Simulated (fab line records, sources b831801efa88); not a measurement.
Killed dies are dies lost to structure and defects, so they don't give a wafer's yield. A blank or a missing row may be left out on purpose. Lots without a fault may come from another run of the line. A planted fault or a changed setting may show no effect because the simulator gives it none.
Which tool did it? | flow gf180mcu | 11 lots, 33 wafers sampled, at 4 steps of a route of 602

WHAT THE GAUGES READ, wafer by wafer
GF_HV_LDD_THK_MEAS_55.
lot  | measured     | on            | HV_LDD_CVD_54_THK (nm)
L362 | day 12 22:07 | film_metro-01 | 9.94 9.68 9.85
L363 | day 13 08:56 | film_metro-02 | 9.88 9.85 10.05
L364 | day 13 17:43 | film_metro-03 | 9.95 10.00 9.92
L370 | day 15 16:49 | film_metro-03 | 10.29 10.21 10.25
L372 | day 16 06:37 | film_metro-01 | 9.97 9.72 9.92
L373 | day 16 11:38 | film_metro-03 | 10.28 10.16 10.21
L374 | day 16 18:32 | film_metro-02 | 20.43 20.45 20.45
L375 | day 17 04:53 | film_metro-02 | 20.21 20.29 20.28
L382 | day 19 14:10 | film_metro-02 | 10.19 10.19 10.17
L383 | day 20 00:31 | film_metro-03 | 9.95 9.90 9.98
L384 | day 20 09:32 | film_metro-01 | 9.97 9.84 10.01

WHICH TOOL RAN EACH LOT (tool, then ch and the chambers of the sampled wafers, then the start)
lot  | GF_HV_LDD_STRIP_49                   | GF_HV_LDD_RTA_52                 | GF_HV_LDD_CVD_54
L362 | plasma_asher-02 ch 0,1, day 12 20:42 | rtp_anneal-02 ch 0, day 12 20:55 | lpcvd-01 ch 1, day 12 21:06
L363 | plasma_asher-04 ch 0, day 13 07:31   | rtp_anneal-02 ch 0, day 13 07:44 | lpcvd-02 ch 0, day 13 07:55
L364 | plasma_asher-04 ch 0,1, day 13 16:18 | rtp_anneal-02 ch 0, day 13 16:31 | lpcvd-01 ch 1, day 13 16:42
L370 | plasma_asher-02 ch 0,1, day 15 15:24 | rtp_anneal-01 ch 0, day 15 15:37 | lpcvd-01 ch 1, day 15 15:48
L372 | plasma_asher-02 ch 0,1, day 16 05:11 | rtp_anneal-02 ch 0, day 16 05:24 | lpcvd-02 ch 0, day 16 05:34
L373 | plasma_asher-04 ch 1, day 16 10:12   | rtp_anneal-02 ch 0, day 16 10:25 | lpcvd-01 ch 0, day 16 10:37
L374 | plasma_asher-04 ch 0,1, day 16 17:07 | rtp_anneal-02 ch 0, day 16 17:20 | lpcvd-01 ch 1, day 16 17:31
L375 | plasma_asher-02 ch 0, day 17 03:28   | rtp_anneal-02 ch 0, day 17 03:41 | lpcvd-01 ch 0, day 17 03:51
L382 | plasma_asher-01 ch 1, day 19 12:45   | rtp_anneal-02 ch 0, day 19 12:58 | lpcvd-02 ch 1, day 19 13:08
L383 | plasma_asher-02 ch 0,1, day 19 23:06 | rtp_anneal-02 ch 0, day 19 23:19 | lpcvd-01 ch 1, day 19 23:29
L384 | plasma_asher-04 ch 0,1, day 20 08:08 | rtp_anneal-01 ch 0, day 20 08:20 | lpcvd-01 ch 0, day 20 08:29
- GF_HV_LDD_STRIP_49: strips in O2/N2.
- GF_HV_LDD_RTA_52: time 10 s.
- GF_HV_LDD_CVD_54: deposits SiO2 from TEOS, target thk 10 nm, time 75 s.

WHAT THE TOOLS THEMSELVES READ (means of the sampled wafers that have a number; where no wafer has one, the mark that the record gives instead)
GF_HV_LDD_STRIP_49.
lot  | tool            | drypump_motor_current_A (A) | heater_power_w (W) | oes_product_au (a.u.) | strip_time_to_endpoint_s (s)
L362 | plasma_asher-02 | 5.6                         | 289                | 0.722                 | 12.66
L363 | plasma_asher-04 | 6.0                         | 470                | 0.719                 | 12.60
L364 | plasma_asher-04 | 6.1                         | 430                | 0.718                 | 12.70
L370 | plasma_asher-02 | 5.6                         | 290                | 0.716                 | 12.64
L372 | plasma_asher-02 | 5.6                         | 287                | 0.716                 | 12.65
L373 | plasma_asher-04 | 6.2                         | 355                | 0.715                 | 12.63
L374 | plasma_asher-04 | 6.2                         | 389                | 0.718                 | 12.62
L375 | plasma_asher-02 | 5.7                         | 284                | 0.718                 | 12.62
L382 | plasma_asher-01 | 5.6                         | 315                | 0.714                 | 12.61
L383 | plasma_asher-02 | 5.6                         | 294                | 0.719                 | 12.63
L384 | plasma_asher-04 | 6.2                         | 392                | 0.719                 | 12.60

GF_HV_LDD_RTA_52.
lot  | tool          | lamp_power_pct (%) | wafer_temp_C_max
L362 | rtp_anneal-02 | 33.8               | 1004.3
L363 | rtp_anneal-02 | 33.8               | 1005.2
L364 | rtp_anneal-02 | 33.8               | 1003.9
L370 | rtp_anneal-01 | 32.9               | 1002.9
L372 | rtp_anneal-02 | 33.8               | 1004.0
L373 | rtp_anneal-02 | 33.8               | 1003.8
L374 | rtp_anneal-02 | 33.8               | 1004.6
L375 | rtp_anneal-02 | 33.8               | 1004.3
L382 | rtp_anneal-02 | 33.8               | 1004.2
L383 | rtp_anneal-02 | 33.8               | 1004.8
L384 | rtp_anneal-01 | 32.8               | 1002.6

GF_HV_LDD_CVD_54.
lot  | tool     | spike_tc_bottom_C (C) | spike_tc_centre_C (C) | spike_tc_lower_C (C) | spike_tc_top_C (C) | spike_tc_upper_C (C) | susceptor_temp_C (C) | zone_power_centre_pct (%) | zone_power_lower_pct (%)
L362 | lpcvd-01 | 697.8                 | 679.9                 | 679.8                | 697.5              | 680.2                | 679.9                | 10.6                      | 11.0
L363 | lpcvd-02 | 701.0                 | 678.4                 | 680.6                | 696.3              | 680.4                | 679.6                | 9.8                       | 8.5
L364 | lpcvd-01 | 698.9                 | 678.5                 | 680.3                | 696.6              | 681.9                | 679.7                | 10.6                      | 10.9
L370 | lpcvd-01 | 698.3                 | 678.9                 | 680.0                | 697.5              | 679.9                | 680.4                | 10.5                      | 10.9
L372 | lpcvd-02 | 701.8                 | 679.2                 | 680.7                | 696.8              | 681.0                | 680.1                | 9.9                       | 8.5
L373 | lpcvd-01 | 700.3                 | 680.0                 | 682.7                | 690.0              | 678.5                | 680.0                | 11.0                      | 10.2
L374 | lpcvd-01 | 730.0                 | 710.4                 | 711.7                | 726.1              | 712.7                | 711.7                | 11.5                      | 11.8
L375 | lpcvd-01 | 731.3                 | 711.3                 | 714.7                | 721.2              | 709.5                | 711.4                | 11.9                      | 11.1
L382 | lpcvd-02 | 698.9                 | 679.4                 | 680.7                | 694.3              | 680.6                | 680.1                | 12.6                      | 10.1
L383 | lpcvd-01 | 699.0                 | 679.6                 | 679.8                | 696.5              | 680.7                | 680.4                | 10.6                      | 11.0
L384 | lpcvd-01 | 698.9                 | 679.4                 | 683.1                | 691.1              | 678.9                | 680.0                | 11.0                      | 10.1

THE ANSWER, worked out from the rows above alone
Rule: what is usual is taken from the lots themselves. Put in order of their means at a reading, lots are off if they are a third of the lots or fewer, leave a main group of 4 or more, and stand apart from it by a gap of 3 or more times the standard deviation of the main group's means; of several such gaps the widest counts. A main group whose means are all the same, to the digits that the tables above print for the reading, isn't used. A lot without any number at a reading at which 4 lots or more have one is off too. The other lots that the step has rows for count as sound. The gauges are gone through in route order, then the tools' own readings, and for those a lot's mean is taken as printed above. The first step at which some lot is off is used, and at that step the reading that is off furthest; a lot without a number counts as furthest.
Off: L374, L375, at GF_HV_LDD_THK_MEAS_55 (HV_LDD_CVD_54_THK). The main group: mean 10.01 nm, standard deviation 0.15.
A tool fits if, at a process step before that reading, it ran every lot that is off, and no sound lot after the first of them. The gauges at GF_HV_LDD_THK_MEAS_55 aren't tried: what is off there is off at GF_HV_LDD_CVD_54 too, on other tools, and a gauge's error can't cause that. None of those tried fits.

WHAT THE SIMULATOR HAD PUT IN
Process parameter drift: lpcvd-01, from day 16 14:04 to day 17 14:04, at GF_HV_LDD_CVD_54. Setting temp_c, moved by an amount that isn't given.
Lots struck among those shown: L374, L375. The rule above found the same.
